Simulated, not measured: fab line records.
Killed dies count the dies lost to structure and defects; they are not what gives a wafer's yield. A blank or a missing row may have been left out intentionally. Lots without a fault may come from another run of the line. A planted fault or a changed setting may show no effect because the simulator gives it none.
A struck lot beside a sound one ; flow sky130 ; 18 steps out of a route of 708
Sound: wafers L947.1, L947.2, L947.4. Wafers struck: L957.3, L957.4, L957.5. The cause is given at the end.
Per side, at each step with rows, come the tool, then ch with its chambers, and then its first start. Under that, the readings that differ: sound wafers ; struck wafers ; difference of the means ; sigmas: that difference in standard deviations of wafers without a fault.
alike: same words and numbers on both sides, and readings whose means sit less than 2 such deviations apart. not compared: any withheld reading, any reading some wafer has no value for, any bound like >300 that may hide the same value, and any number with overlapping values for which the record gives no deviation.
The two part at a step that has a row with sigmas, a row that says differs or no value, or rows on one side only. Non-overlapping numbers with no deviation appear without sigmas and do not part them. A reading that every wafer of one side lacks parts them only if that side has two wafers or more.

SKY_CONTACT_CMP_04: polishes SiO2.
  sound on cmp-01 ch 0,1,2, day 33 22:53; struck on cmp-01 ch 0,2, day 37 00:07
  alike: motor current A, retaining ring pressure frac, time to endpoint s
SKY_CONTACT_BOW_MEAS_05:
  struck on film metro-03, day 37 00:27; sound on film metro-01, day 33 23:08
  alike: CONTACT_BOW
then, 8 steps without rows for these wafers: SKY_CONTACT_DEHYDRATE_06 (time 60 s); SKY_CONTACT_HMDS_07 (prime time 60 s); SKY_CONTACT_COAT_08 (resist thk 60 nm); SKY_CONTACT_COAT_09 (resist thk 450 nm); SKY_CONTACT_SOFTBAKE_10 (time 90 s); SKY_CONTACT_EXPOSE_11 (exposes mask CTM1, target cd 170 nm); SKY_CONTACT_PEB_12; SKY_CONTACT_DEVELOP_13 (develop time 60 s).
SKY_CONTACT_CD_MEAS_14: target cd 170 nm.
  struck on cd sem-02, day 38 02:10; sound on cd sem-02, day 35 01:28
  alike: cd nm
SKY_CONTACT_OVL_MEAS_15:
  struck on overlay-01, day 38 02:15; sound on overlay-01, day 35 01:35
  alike: CONTACT_OVL
SKY_CONTACT_ETCH_16: etches BARC in N2/H2, stops on SiO2, time 45.9 s, target depth 60 nm.
  sound on rie diel-04 ch 1,2,3, day 35 01:37; struck on rie diel-04 ch 0,1,2, day 38 02:17
reading;sound;struck;difference;sigmas
oes product au (a.u.);0.859 0.859 0.854;0.703 0.700 0.704;-0.155;-33
model.KrF-thick_of_CONTACT_COAT_09.thk nm (nm);393.7 394.6 393.5;415.3 413.1 414.2;+20.3;
model.etch.depth nm (nm);60.45 60.47 60.51;40.98 40.78 41.4;-19.42;
model.CONTACT.cd nm (nm);170.8 171.3 170;166 165.9 166.4;-5;
  alike: drypump motor current A, throttle valve pct
  not compared: rf hours counter h
SKY_CONTACT_ETCH_17: etches SiO2 in C4F8/O2/Ar, stops on Si3N4, target depth 340 nm.
  sound on rie diel-04 ch 1,2,3, day 35 01:40; struck on rie diel-04 ch 0,1,2, day 38 02:19
  alike: oes product au
SKY_CONTACT_ETCH_18: etches Si3N4 in CHF3/O2, stops on TiN, time 39 s, target depth 75 nm.
  sound: rie diel-04 ch 1,2,3; struck: rie diel-04 ch 0,1,2
reading;sound;struck;difference;sigmas
model.KrF-thick_of_CONTACT_COAT_09.thk nm (nm);244.3 247.9 245.6;267.4 265.1 264;+19.6;
model.CONTACT.cd nm (nm);171.3 171.6 169.6;166.5 165.3 166.6;-4.7;
  alike: drypump motor current A, oes product au, throttle valve pct
  not compared: rf hours counter h
SKY_CONTACT_STRIP_19: strips in O2/N2.
  sound on plasma asher-04 ch 0,1, day 35 01:45; struck on plasma asher-02 ch 0,1, day 38 02:26
reading;sound;struck;difference;sigmas
strip time to endpoint s (s);3.631 3.681 3.653;3.868 3.854 3.859;+0.205;+7
  alike: drypump motor current A, o2 flow sccm, oes product au
  not compared: rf hours counter h
then, 1 step without rows for these wafers: SKY_CONTACT_STRIP_20 (strips in post etch residue remover, time 1200 s).
-- the record jumps here: 12 days lie between the struck wafers' starts before and after (it left off in module CONTACT and takes up again in module PAD_OPEN, whose first step shown is number 708 of the route) --
SKY_PAD_OPEN_PROBE_99:
  struck on prober-02, day 50 12:44; sound on prober-02, day 48 09:59
reading;sound;struck;difference;sigmas
killed_at_M0_to_M3;49 43 59;26 40 40;-15;-2
model.etest.cap poly to well.open;0 0 0;1 1 1;+1;
model.etest.cap thin oxide.open;0 0 0;1 1 1;+1;
model.etest.res pwde under gate.open;0 0 0;1 1 1;+1;
model.etest.pfet_01v8_mvt.under floor;0 0 0;1 1 1;+1;
model.etest.sonos uncharged.open;0 0 0;1 1 1;+1;
model.etest.mcon chain.open;0 0 0;1 1 1;+1;
model.etest.nfet g5v0d10v5.under floor;0 0 0;1 1 1;+1;
model.etest.licon pdiff.open;0 0 0;1 1 1;+1;
  alike: killed_at_M4_up, killed at contacts, killed at front end, killed at other, killed dies, killed open, killed short

## WHERE THEY PART
First at SKY_CONTACT_ETCH_16; last, within this record, at SKY_PAD_OPEN_PROBE_99.

WHY: what had been put in by the simulator
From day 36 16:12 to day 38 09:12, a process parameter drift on rie diel-04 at SKY_CONTACT_ETCH_16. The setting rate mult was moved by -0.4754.
